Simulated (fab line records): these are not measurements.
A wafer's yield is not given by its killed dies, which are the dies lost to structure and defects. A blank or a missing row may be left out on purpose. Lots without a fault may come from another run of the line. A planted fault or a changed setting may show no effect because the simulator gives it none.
fab line records	flow sky130
record: lots: 12	wafers: 36	last_day: 50
route steps=708 shown GATE_OXIDE@197 LDD_P@264 PAD_OPEN@708
lots that met no fault: taken from a fault-free run of the same line
start_h: hours from the record's opening day to when the first of the lot's shown wafers began	wait_h: hours elapsed since this lot's preceding step	" repeats the value in the row above	L1.1+2: a single row standing in for several wafers	- no value present, or no start provided	* or withheld: withheld	< > ~ a bound
route shown NAME@n: NAME is a module with steps in the file, n the number in the route of the first one	usual: average and standard deviation across the fault-free wafers	same: alike in all rows	chamber/n: place in a boat	sites: readings site by site	_std_site: standard deviation of those values	_edge_site: mean of outer sites minus mean of inner sites	radius_mm: for every site, how far away it sits from the centre of the wafer	mask NAME#n: copy n	behind: the last tool/chamber to shape the wafer	hold: reason for holding the lot/hours on hold/outcome of the hold	device: the n, p or np transistor that did not switch	end of line: tests run on the same wafers once the route is complete	step lacking rows: just its recipe	killed: not the wafer's yield, but the dies lost to structure and defects at the first sort	map: shows each die of a wafer: x if killed, . if not, _ if none is there
set.NAME: the run value of the setting; set.NAME@STEP: its run value at that earlier step	model.NAME: the simulator's own value behind a step, which no gauge read
the route's steps for a sample of lots (tables are steps, rows are wafers)
services: a tool's chamber out of use, with start hour (start_h, from the record's first day; less than 0 if before it), hours out, and reason
== steps ==
step: SKY_GATE_OXIDE_OVL_MEAS_10
usual: GATE_OXIDE_OVL: -0.9/1.4
lot.wafer	tool	chamber	start_h	wait_h	GATE_OXIDE_OVL[nm]
L963.2	overlay-01	-	316.84	0.1	-1.0
L963.3	"	-	"	"	0.4
L963.6	"	-	"	"	-0.4
L964.1	overlay-01	-	331.09	0.1	-0.5
L964.2	"	-	"	"	-0.7
L964.6	"	-	"	"	-1.1
L965.1	overlay-01	-	331.39	0.1	2.1
L965.2	"	-	"	"	-1.2
L965.3	"	-	"	"	0.8
L966.2	overlay-02	-	339.87	0.1	-2.0
L966.4	"	-	"	"	-2.4
L966.5	"	-	"	"	-2.1
L969.2	overlay-01	-	368.74	0.1	-0.9
L969.4	"	-	"	"	-2.3
L969.5	"	-	"	"	0.4
L968.3	overlay-02	-	368.77	0.1	-0.1
L968.4	"	-	"	"	0.5
L968.5	"	-	"	"	-0.1
L971.1	overlay-01	-	387.27	0.1	-1.1
L971.2	"	-	"	"	1.4
L971.6	"	-	"	"	1.2
L978.3	overlay-01	-	446.62	0.1	0.7
L978.4	"	-	"	"	1.1
L978.5	"	-	"	"	0.4
L980.3	overlay-02	-	455.07	0.1	-1.8
L980.4	"	-	"	"	-1.5
L980.6	"	-	"	"	-1.8
L981.1	overlay-01	-	463.41	0.1	-1.3
L981.4	"	-	"	"	0.1
L981.5	"	-	"	"	-3.1
L982.3	overlay-02	-	473.58	0.1	-1.4
L982.5	"	-	"	"	-0.9
L982.6	"	-	"	"	-0.1
L984.1	overlay-02	-	484.99	0.1	-3.4
L984.3	"	-	"	"	-4.0
L984.4	"	-	"	"	-2.3
step: SKY_GATE_OXIDE_STRIP_13
recipe: chemistry: O2/N2	power_w: 1400	pressure_mtorr: 1500	platen_temp_c: withheld	o2_flow_sccm: 3000	n2_flow_sccm: 300	overash_fraction: 0.5
usual: drypump_motor_current_A: 5.89/0.17	oes_product_au: 0.716/0.0046	strip_time_to_endpoint_s: 14.17/0.04
lot.wafer	tool	chamber	start_h	wait_h	drypump_motor_current_A	oes_product_au	rf_hours_counter_h	strip_time_to_endpoint_s
L963.2	plasma_asher-04	0	317.13	0.0	6.05	0.711	50	14.14
L963.3	"	0	"	"	6.05	0.726	-	14.14
L963.6	"	1	"	"	6.01	0.715	-	14.16
L964.1	plasma_asher-01	1	331.38	0.0	5.75	0.709	70	14.20
L964.2	"	0	"	"	5.70	0.716	70	14.25
L964.6	"	1	"	"	5.75	0.711	-	14.20
L965.1	plasma_asher-04	1	331.68	0.0	6.00	0.720	52	14.19
L965.2	"	0	"	"	6.08	0.721	52	14.18
L965.3	"	1	"	"	5.98	0.715	-	14.21
L966.2	plasma_asher-03	0	340.16	0.0	6.14	0.723	18	14.11
L966.4	"	1	"	"	5.99	0.714	-	14.13
L966.5	"	0	"	"	6.17	0.716	-	14.10
L969.2	plasma_asher-03	1	369.03	0.0	5.94	0.715	21	14.19
L969.4	"	1	"	"	5.94	0.716	-	14.21
L969.5	"	1	"	"	5.94	0.716	-	14.18
L968.3	plasma_asher-01	1	369.08	0.0	5.75	0.715	-	14.09
L968.4	"	0	"	"	5.71	0.724	-	14.14
L968.5	"	1	"	"	5.73	0.721	-	14.16
L971.1	plasma_asher-01	0	387.55	0.0	5.74	0.717	76	14.20
L971.2	"	1	"	"	5.76	0.720	76	14.18
L971.6	"	0	"	"	5.70	0.714	-	14.23
L978.3	plasma_asher-04	1	446.93	0.0	5.98	0.720	-	14.22
L978.4	"	0	"	"	6.04	0.720	-	14.26
L978.5	"	1	"	"	5.99	0.715	-	14.23
L980.3	plasma_asher-01	0	455.39	0.0	5.71	0.717	-	14.21
L980.4	"	1	"	"	5.73	0.708	-	14.17
L980.6	"	1	"	"	5.72	0.720	-	14.20
L981.1	plasma_asher-01	1	463.70	0.0	5.76	0.719	3	14.16
L981.4	"	0	"	"	5.75	0.715	-	14.15
L981.5	"	0	"	"	5.74	0.718	-	14.15
L982.3	plasma_asher-04	0	473.89	0.0	6.06	0.715	-	14.17
L982.5	"	0	"	"	6.04	0.720	-	14.15
L982.6	"	1	"	"	6.02	0.716	-	14.17
L984.1	plasma_asher-01	1	485.27	0.0	5.74	0.721	6	14.20
L984.3	"	0	"	"	5.75	0.716	-	14.19
L984.4	"	1	"	"	5.72	0.713	-	14.15
step: SKY_GATE_OXIDE_TW_MEAS_14
usual: GATE_OXIDE_TW: 226.1/2.3
lot.wafer	tool	chamber	start_h	wait_h	GATE_OXIDE_TW
L963.2	film_metro-02	-	317.24	0.1	225.5
L963.3	"	-	"	"	226.3
L963.6	"	-	"	"	225.2
L964.1	film_metro-02	-	331.48	0.1	225.6
L964.2	"	-	"	"	223.8
L964.6	"	-	"	"	226.1
L965.1	film_metro-01	-	331.78	0.1	227.8
L965.2	"	-	"	"	226.0
L965.3	"	-	"	"	227.0
L966.2	film_metro-01	-	340.27	0.1	228.3
L966.4	"	-	"	"	228.7
L966.5	"	-	"	"	227.9
L969.2	film_metro-01	-	369.14	0.1	228.3
L969.4	"	-	"	"	228.2
L969.5	"	-	"	"	229.8
L968.3	film_metro-03	-	369.20	0.1	224.1
L968.4	"	-	"	"	223.4
L968.5	"	-	"	"	223.1
L971.1	film_metro-01	-	387.65	0.1	230.1
L971.2	"	-	"	"	230.0
L971.6	"	-	"	"	228.9
L978.3	film_metro-01	-	447.02	0.1	227.8
L978.4	"	-	"	"	228.6
L978.5	"	-	"	"	228.7
L980.3	film_metro-03	-	455.48	0.1	224.4
L980.4	"	-	"	"	225.9
L980.6	"	-	"	"	224.2
L981.1	film_metro-01	-	463.80	0.1	229.0
L981.4	"	-	"	"	228.6
L981.5	"	-	"	"	229.8
L982.3	film_metro-03	-	473.97	0.1	223.3
L982.5	"	-	"	"	223.3
L982.6	"	-	"	"	223.3
L984.1	film_metro-01	-	485.37	0.1	227.5
L984.3	"	-	"	"	227.3
L984.4	"	-	"	"	226.9
step: SKY_LDD_P_IMPLANT_09
recipe: species: BF2	energy_kev: 25	dose_cm2: 1e+13	tilt_deg: withheld
usual: beam_energy_keV: 25.002/0.0073
lot.wafer	tool	chamber	start_h	wait_h	beam_energy_keV
L963.2	implanter-01	0	444.74	0.0	24.993
L963.3	"	0	"	"	24.990
L963.6	"	0	"	"	24.985
L965.1	implanter-01	0	462.34	0.0	24.992
L965.2	"	0	"	"	24.999
L965.3	"	0	"	"	25.011
L964.1	implanter-01	0	464.87	0.0	24.995
L964.2	"	0	"	"	24.996
L964.6	"	0	"	"	25.003
L966.2	implanter-01	0	471.97	0.0	25.002
L966.4	"	0	"	"	24.998
L966.5	"	0	"	"	24.993
L969.2	implanter-01	0	497.87	0.0	25.006
L969.4	"	0	"	"	25.002
L969.5	"	0	"	"	25.002
L968.3	implanter-04	0	499.92	0.1	25.002
L968.4	"	0	"	"	25.009
L968.5	"	0	"	"	25.007
L971.1	implanter-02	0	518.12	0.0	25.013
L971.2	"	0	"	"	25.010
L971.6	"	0	"	"	25.005
L978.3	implanter-01	0	575.87	0.1	28.925
L978.4	"	0	"	"	28.925
L978.5	"	0	"	"	28.924
L980.3	implanter-01	0	584.07	0.1	28.931
L980.4	"	0	"	"	28.931
L980.6	"	0	"	"	28.925
L981.1	implanter-02	0	592.52	0.0	25.009
L981.4	"	0	"	"	25.000
L981.5	"	0	"	"	24.997
L982.3	implanter-02	0	602.27	0.1	25.007
L982.5	"	0	"	"	25.003
L982.6	"	0	"	"	25.000
L984.1	implanter-04	0	610.64	0.0	25.003
L984.3	"	0	"	"	25.010
L984.4	"	0	"	"	25.005
step: SKY_LDD_P_TW_MEAS_11
usual: LDD_P_TW: 639/6.7
lot.wafer	tool	chamber	start_h	wait_h	LDD_P_TW
L963.2	film_metro-01	-	444.98	0.1	646
L963.3	"	-	"	"	648
L963.6	"	-	"	"	645
L965.1	film_metro-02	-	462.59	0.1	635
L965.2	"	-	"	"	634
L965.3	"	-	"	"	637
L964.1	film_metro-02	-	465.12	0.1	641
L964.2	"	-	"	"	637
L964.6	"	-	"	"	637
L966.2	film_metro-01	-	472.20	0.1	647
L966.4	"	-	"	"	650
L966.5	"	-	"	"	650
L969.2	film_metro-02	-	498.10	0.1	638
L969.4	"	-	"	"	632
L969.5	"	-	"	"	634
L968.3	film_metro-03	-	500.14	0.1	628
L968.4	"	-	"	"	630
L968.5	"	-	"	"	631
L971.1	film_metro-03	-	518.37	0.1	633
L971.2	"	-	"	"	632
L971.6	"	-	"	"	634
L978.3	film_metro-02	-	576.09	0.1	662
L978.4	"	-	"	"	664
L978.5	"	-	"	"	665
L980.3	film_metro-03	-	584.29	0.1	657
L980.4	"	-	"	"	656
L980.6	"	-	"	"	652
L981.1	film_metro-02	-	592.77	0.1	634
L981.4	"	-	"	"	639
L981.5	"	-	"	"	638
L982.3	film_metro-01	-	602.49	0.1	645
L982.5	"	-	"	"	647
L982.6	"	-	"	"	646
L984.1	film_metro-03	-	610.89	0.1	633
L984.3	"	-	"	"	633
L984.4	"	-	"	"	634
step: SKY_PAD_OPEN_PROBE_99
usual: killed_at_M0_to_M3: 43/7.6	killed_at_M4_up: 2.8/1.9	killed_at_contacts: 24/4.7	killed_at_front_end: 16/4.4	killed_at_other: 0.2/0.4	killed_dies: 86/9.9	killed_open: 47/8.2	killed_short: 39/6.3
same: gross_dies: 492	killed_at_back_side: 0
lot.wafer	tool	chamber	start_h	wait_h	killed_at_M0_to_M3	killed_at_M4_up	killed_at_contacts	killed_at_front_end	killed_at_other	killed_dies	killed_open	killed_short
L963.2	prober-01	-	1083.83	0.1	35	1	24	9	0	69	44	25
L963.3	prober-01	-	1083.88	0.2	49	1	26	12	0	88	56	32
L963.6	prober-01	-	1084.03	0.2	39	1	21	14	0	75	43	32
L965.1	prober-01	-	1095.13	0.1	34	3	33	17	0	87	48	39
L965.2	prober-01	-	1095.18	0.1	49	4	34	11	1	99	64	35
L965.3	prober-01	-	1095.23	0.2	37	4	27	14	0	82	52	30
L964.1	prober-02	-	1096.64	0.1	52	3	26	16	1	98	61	37
L964.2	prober-02	-	1096.69	0.1	49	4	23	12	0	88	41	47
L964.6	prober-02	-	1096.89	0.2	59	0	23	18	0	100	56	44
L966.2	prober-01	-	1100.00	0.1	45	3	24	11	0	83	44	39
L966.4	prober-01	-	1100.10	0.2	37	4	30	17	0	88	42	46
L966.5	prober-01	-	1100.15	0.2	34	1	27	12	0	74	36	38
L969.2	prober-01	-	1118.40	0.1	53	4	27	30	0	114	68	46
L969.4	prober-01	-	1118.50	0.2	39	7	22	21	1	90	46	44
L969.5	prober-01	-	1118.55	0.2	42	1	22	32	0	97	56	41
L968.3	prober-02	-	1121.25	0.2	37	6	17	13	0	73	36	37
L968.4	prober-02	-	1121.30	0.2	35	6	22	13	0	76	46	30
L968.5	prober-02	-	1121.35	0.2	44	3	19	13	1	80	39	41
L971.1	prober-02	-	1132.06	0.1	47	6	23	18	0	94	61	33
L971.2	prober-02	-	1132.11	0.1	54	2	19	14	0	89	46	43
L971.6	prober-02	-	1132.31	0.2	40	4	22	20	0	86	48	38
L978.3	prober-01	-	1170.67	0.2	48	2	31	10	1	92	41	51
L978.4	prober-01	-	1170.72	0.2	32	3	19	13	0	67	34	33
L978.5	prober-01	-	1170.77	0.2	35	2	20	14	0	71	43	28
L980.3	prober-01	-	1174.64	0.2	38	1	28	14	0	81	44	37
L980.4	prober-01	-	1174.69	0.2	52	1	23	16	0	92	50	42
L980.6	prober-01	-	1174.79	0.2	39	2	27	14	1	83	50	33
L981.1	prober-02	-	1179.30	0.1	47	0	19	22	0	88	55	33
L981.4	prober-02	-	1179.45	0.2	49	0	29	15	0	93	55	38
L981.5	prober-02	-	1179.50	0.2	29	3	26	18	0	76	40	36
L982.3	prober-01	-	1181.76	0.2	41	1	17	18	0	77	44	33
L982.5	prober-01	-	1181.86	0.2	38	3	22	16	0	79	33	46
L982.6	prober-01	-	1181.91	0.2	27	3	20	17	0	67	46	21
L984.1	prober-01	-	1189.34	0.1	40	2	23	11	0	76	41	35
L984.3	prober-01	-	1189.44	0.2	35	1	28	14	0	78	51	27
L984.4	prober-01	-	1189.49	0.2	34	3	26	11	1	75	34	41
killed by level:class
L963.2 CONTACT:geometric_particle:open=12 VIA1:geometric_particle:open=10 VIA2:geometric_particle:open=6 POLY_GATE:geometric_particle:open=5 METAL1:geometric_particle:short=5 CONTACT:geometric_particle:short=5 METAL3:geometric_particle:short=3 LI_CONTACT:geometric_particle:short=3
L963.3 LI_CONTACT:geometric_particle:open=12 VIA1:geometric_particle:open=12 VIA3:geometric_particle:open=12 VIA1:geometric_particle:short=6 VIA2:geometric_particle:open=6 CONTACT:geometric_particle:short=5 FIELD_ISO:geometric_particle:open=3 FIELD_ISO:geometric_particle:short=3
L963.6 CONTACT:geometric_particle:open=10 VIA1:geometric_particle:open=9 LI_CONTACT:geometric_particle:open=6 VIA2:geometric_particle:open=6 METAL2:geometric_particle:short=5 FIELD_ISO:geometric_particle:open=4 VIA3:geometric_particle:open=4 METAL1:geometric_particle:short=4
L965.1 CONTACT:geometric_particle:open=14 VIA1:geometric_particle:open=9 LI_CONTACT:geometric_particle:open=8 FIELD_ISO:geometric_particle:open=6 METAL2:geometric_particle:short=6 POLY_GATE:geometric_particle:short=5 LOCAL_INTERCONNECT:geometric_particle:short=5 METAL1:geometric_particle:short=5
L965.2 VIA1:geometric_particle:open=18 LI_CONTACT:geometric_particle:open=12 VIA2:geometric_particle:open=9 CONTACT:geometric_particle:open=8 CONTACT:geometric_particle:short=7 VIA1:geometric_particle:short=7 LOCAL_INTERCONNECT:geometric_particle:short=6 VIA3:geometric_particle:open=6
L965.3 VIA1:geometric_particle:open=13 LI_CONTACT:geometric_particle:open=11 CONTACT:geometric_particle:open=8 VIA3:geometric_particle:open=6 CONTACT:geometric_particle:short=5 FIELD_ISO:geometric_particle:open=4 VIA1:geometric_particle:short=4 METAL1:geometric_particle:short=4
L964.1 LI_CONTACT:geometric_particle:open=11 VIA3:geometric_particle:open=10 VIA1:geometric_particle:open=9 CONTACT:geometric_particle:open=7 VIA2:geometric_particle:open=7 VIA3:geometric_particle:short=6 SPACER:geometric_particle:open=5 CONTACT:geometric_particle:short=5
L964.2 VIA1:geometric_particle:open=12 VIA3:geometric_particle:open=7 VIA2:geometric_particle:short=7 CONTACT:geometric_particle:open=6 LI_CONTACT:geometric_particle:open=6 VIA1:geometric_particle:short=6 LI_CONTACT:geometric_particle:short=5 VIA2:geometric_particle:open=5
L964.6 VIA1:geometric_particle:open=11 VIA3:geometric_particle:open=11 CONTACT:geometric_particle:open=9 VIA2:geometric_particle:open=8 VIA1:geometric_particle:short=7 CONTACT:geometric_particle:short=6 METAL1:geometric_particle:short=6 POLY_GATE:geometric_particle:open=5
L966.2 METAL2:geometric_particle:short=10 LI_CONTACT:geometric_particle:open=9 CONTACT:geometric_particle:open=8 VIA1:geometric_particle:open=8 METAL1:geometric_particle:short=7 VIA2:geometric_particle:short=6 POLY_GATE:geometric_particle:open=5 METAL1:geometric_particle:open=4
L966.4 CONTACT:geometric_particle:open=9 LI_CONTACT:geometric_particle:open=8 LOCAL_INTERCONNECT:geometric_particle:short=7 CONTACT:geometric_particle:short=6 VIA1:geometric_particle:open=6 METAL2:geometric_particle:short=6 FIELD_ISO:geometric_particle:short=5 METAL1:geometric_particle:short=5
L966.5 CONTACT:geometric_particle:open=7 LOCAL_INTERCONNECT:geometric_particle:short=6 LI_CONTACT:geometric_particle:open=6 VIA2:geometric_particle:open=5 POLY_GATE:geometric_particle:open=4 CONTACT:geometric_particle:short=4 METAL1:geometric_particle:short=4 VIA1:geometric_particle:short=4
L969.2 CONTACT:geometric_particle:open=16 VIA1:geometric_particle:open=11 POLY_GATE:geometric_particle:open=9 METAL2:geometric_particle:short=9 POLY_GATE:geometric_particle:short=8 VIA3:geometric_particle:open=7 FIELD_ISO:geometric_particle:short=6 VIA1:geometric_particle:short=6
L969.4 VIA1:geometric_particle:open=9 POLY_GATE:geometric_particle:short=7 CONTACT:geometric_particle:open=6 VIA3:geometric_particle:open=6 LOCAL_INTERCONNECT:geometric_particle:short=5 VIA1:geometric_particle:short=5 VIA2:geometric_particle:open=5 POLY_GATE:geometric_particle:open=4
L969.5 POLY_GATE:geometric_particle:open=11 POLY_GATE:geometric_particle:short=8 CONTACT:geometric_particle:open=8 METAL1:geometric_particle:short=8 LI_CONTACT:geometric_particle:open=7 VIA2:geometric_particle:open=7 FIELD_ISO:geometric_particle:open=6 VIA1:geometric_particle:open=6
L968.3 LI_CONTACT:geometric_particle:open=7 CONTACT:geometric_particle:open=7 VIA1:geometric_particle:open=6 METAL4:geometric_particle:short=6 METAL2:geometric_particle:short=5 VIA3:geometric_particle:open=5 FIELD_ISO:geometric_particle:short=4 METAL1:geometric_particle:short=4
L968.4 CONTACT:geometric_particle:open=7 VIA1:geometric_particle:open=7 LI_CONTACT:geometric_particle:open=6 FIELD_ISO:geometric_particle:open=5 VIA2:geometric_particle:open=5 POLY_GATE:geometric_particle:open=4 VIA3:geometric_particle:open=4 CONTACT:geometric_particle:short=4
L968.5 METAL2:geometric_particle:short=9 VIA1:geometric_particle:open=8 LI_CONTACT:geometric_particle:open=6 VIA3:geometric_particle:open=6 METAL1:geometric_particle:short=6 CONTACT:geometric_particle:open=5 VIA1:geometric_particle:short=5 FIELD_ISO:geometric_particle:short=4
L971.1 VIA1:geometric_particle:open=12 VIA2:geometric_particle:open=9 LI_CONTACT:geometric_particle:open=7 CONTACT:geometric_particle:open=7 VIA3:geometric_particle:open=7 METAL1:geometric_particle:short=5 FIELD_ISO:geometric_particle:open=4 FIELD_ISO:geometric_particle:short=4
L971.2 VIA1:geometric_particle:short=11 VIA2:geometric_particle:open=10 METAL1:geometric_particle:short=9 VIA1:geometric_particle:open=9 POLY_GATE:geometric_particle:open=6 VIA3:geometric_particle:open=6 LI_CONTACT:geometric_particle:open=5 CONTACT:geometric_particle:short=5
L971.6 VIA1:geometric_particle:open=10 VIA3:geometric_particle:open=9 POLY_GATE:geometric_particle:short=7 CONTACT:geometric_particle:open=7 CONTACT:geometric_particle:short=7 VIA2:geometric_particle:open=7 FIELD_ISO:geometric_particle:open=5 LI_CONTACT:geometric_particle:open=5
L978.3 CONTACT:geometric_particle:short=11 VIA1:geometric_particle:open=11 LI_CONTACT:geometric_particle:open=8 LOCAL_INTERCONNECT:geometric_particle:short=6 VIA2:geometric_particle:open=6 METAL2:geometric_particle:short=5 CONTACT:geometric_particle:open=5 METAL1:geometric_particle:short=5
L978.4 VIA3:geometric_particle:open=9 VIA1:geometric_particle:open=7 LOCAL_INTERCONNECT:geometric_particle:short=6 FIELD_ISO:geometric_particle:short=4 LI_CONTACT:geometric_particle:open=4 LI_CONTACT:geometric_particle:short=4 CONTACT:geometric_particle:open=4 VIA1:geometric_particle:short=4
L978.5 CONTACT:geometric_particle:open=8 VIA2:geometric_particle:open=8 METAL1:geometric_particle:short=6 LI_CONTACT:geometric_particle:open=5 VIA1:geometric_particle:open=5 VIA3:geometric_particle:open=5 POLY_GATE:geometric_particle:open=4 SPACER:geometric_particle:short=4
L980.3 CONTACT:geometric_particle:open=13 VIA1:geometric_particle:open=11 METAL1:geometric_particle:short=6 METAL2:geometric_particle:short=6 CONTACT:geometric_particle:short=5 POLY_GATE:geometric_particle:short=4 LI_CONTACT:geometric_particle:open=4 LI_CONTACT:geometric_particle:short=3
L980.4 VIA1:geometric_particle:open=12 CONTACT:geometric_particle:open=12 VIA1:geometric_particle:short=9 METAL2:geometric_particle:short=8 LI_CONTACT:geometric_particle:open=5 VIA3:geometric_particle:open=5 VIA2:geometric_particle:open=5 FIELD_ISO:geometric_particle:short=4
L980.6 CONTACT:geometric_particle:open=11 VIA2:geometric_particle:open=9 VIA1:geometric_particle:open=8 LI_CONTACT:geometric_particle:open=7 VIA3:geometric_particle:open=6 FIELD_ISO:geometric_particle:short=5 METAL2:geometric_particle:short=5 LOCAL_INTERCONNECT:geometric_particle:short=4
L981.1 VIA1:geometric_particle:open=15 CONTACT:geometric_particle:open=8 FIELD_ISO:geometric_particle:short=6 POLY_GATE:geometric_particle:open=6 VIA2:geometric_particle:open=6 VIA3:geometric_particle:open=6 LI_CONTACT:geometric_particle:open=5 FIELD_ISO:geometric_particle:open=4
L981.4 CONTACT:geometric_particle:open=16 VIA2:geometric_particle:open=13 VIA1:geometric_particle:open=11 POLY_GATE:geometric_particle:short=7 METAL2:geometric_particle:short=6 CONTACT:geometric_particle:short=5 METAL1:geometric_particle:short=5 VIA3:geometric_particle:open=5
L981.5 CONTACT:geometric_particle:open=8 LI_CONTACT:geometric_particle:open=7 CONTACT:geometric_particle:short=7 METAL2:geometric_particle:short=6 FIELD_ISO:geometric_particle:open=5 VIA1:geometric_particle:open=5 VIA2:geometric_particle:open=5 POLY_GATE:geometric_particle:open=4
L982.3 VIA3:geometric_particle:open=9 VIA1:geometric_particle:short=8 VIA1:geometric_particle:open=8 CONTACT:geometric_particle:open=7 FIELD_ISO:geometric_particle:short=5 FIELD_ISO:geometric_particle:open=5 POLY_GATE:geometric_particle:short=5 LOCAL_INTERCONNECT:geometric_particle:open=5
L982.5 CONTACT:geometric_particle:open=9 METAL2:geometric_particle:short=8 VIA1:geometric_particle:open=7 VIA3:geometric_particle:open=6 POLY_GATE:geometric_particle:short=6 VIA2:geometric_particle:short=6 FIELD_ISO:geometric_particle:short=4 LOCAL_INTERCONNECT:geometric_particle:short=4
L982.6 CONTACT:geometric_particle:open=8 FIELD_ISO:geometric_particle:open=7 VIA1:geometric_particle:open=7 LI_CONTACT:geometric_particle:open=5 POLY_GATE:geometric_particle:open=5 METAL1:geometric_particle:short=5 VIA3:geometric_particle:open=4 METAL4:geometric_particle:open=3
L984.1 METAL1:geometric_particle:short=8 CONTACT:geometric_particle:open=7 LI_CONTACT:geometric_particle:open=6 VIA1:geometric_particle:open=6 VIA2:geometric_particle:open=6 VIA3:geometric_particle:open=6 LOCAL_INTERCONNECT:geometric_particle:short=5 METAL3:geometric_particle:short=4
L984.3 LI_CONTACT:geometric_particle:open=10 CONTACT:geometric_particle:open=9 VIA3:geometric_particle:open=7 VIA1:geometric_particle:open=5 FIELD_ISO:geometric_particle:short=4 FIELD_ISO:geometric_particle:open=4 CONTACT:geometric_particle:short=4 METAL1:geometric_particle:short=4
L984.4 CONTACT:geometric_particle:open=10 VIA2:geometric_particle:open=7 METAL2:geometric_particle:short=7 FIELD_ISO:geometric_particle:short=6 METAL1:geometric_particle:short=6 LI_CONTACT:geometric_particle:open=5 CONTACT:geometric_particle:short=5 VIA1:geometric_particle:open=5
== services ==
tool	chamber	start_h	hours	kind
implanter-04	-	296.99	5.3	repair
plasma_asher-03	-	310.88	2.8	pm
implanter-04	-	312.01	4.1	pm
plasma_asher-04	-	314.19	2.8	pm
plasma_asher-03	-	315.51	2.1	repair
implanter-04	-	325.70	1.3	repair
implanter-02	-	338.96	1.7	repair
implanter-02	-	343.71	2.6	repair
implanter-02	-	356.69	3.0	repair
plasma_asher-04	-	363.16	14.6	pm
implanter-04	-	397.28	2.4	repair
implanter-01	-	420.57	4.5	pm
plasma_asher-01	-	421.25	9.0	pm
implanter-02	-	433.57	0.9	repair
plasma_asher-01	-	447.72	1.9	repair
implanter-02	-	469.20	5.8	pm
implanter-02	-	503.35	1.3	repair
implanter-01	-	516.66	3.5	pm
implanter-01	-	522.52	2.6	repair
plasma_asher-01	-	527.99	2.6	repair
implanter-01	-	541.86	3.3	repair
implanter-01	-	569.36	2.3	repair
plasma_asher-04	-	579.72	8.7	repair
implanter-01	-	587.72	6.8	repair
== key ==
first_sign: step: SKY_LDD_P_IMPLANT_09	reading: beam_energy_keV	direction: up	sigmas: 99+	usual: *	struck: *
effect: step: SKY_LDD_P_TW_MEAS_11	reading: LDD_P_TW	direction: up	sigmas: 3.1	usual: 639	struck: 660
met_at SKY_LDD_P_IMPLANT_09
struck_lots L978,L980
tester_left_out L978,L980
not_acting_at SKY_GATE_OXIDE_OVL_MEAS_10,SKY_GATE_OXIDE_STRIP_13,SKY_GATE_OXIDE_TW_MEAS_14
onset_between 497.87 575.87
fault: kind: process_parameter_drift	tool: implanter-01	chamber: -	onset_h: 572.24	steps: SKY_LDD_P_IMPLANT_09	channel: energy_kev	offset: *	shape: step	end_h: 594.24	acts_in: *	stated: *
tester_left_out: of these lots the tester's yield and bins aren't shown, on N5 and GAA mostly nor the transistor test; their killed dies are dies lost to structure and defects alone, not to doping, threshold or leakage, so they don't give the yield
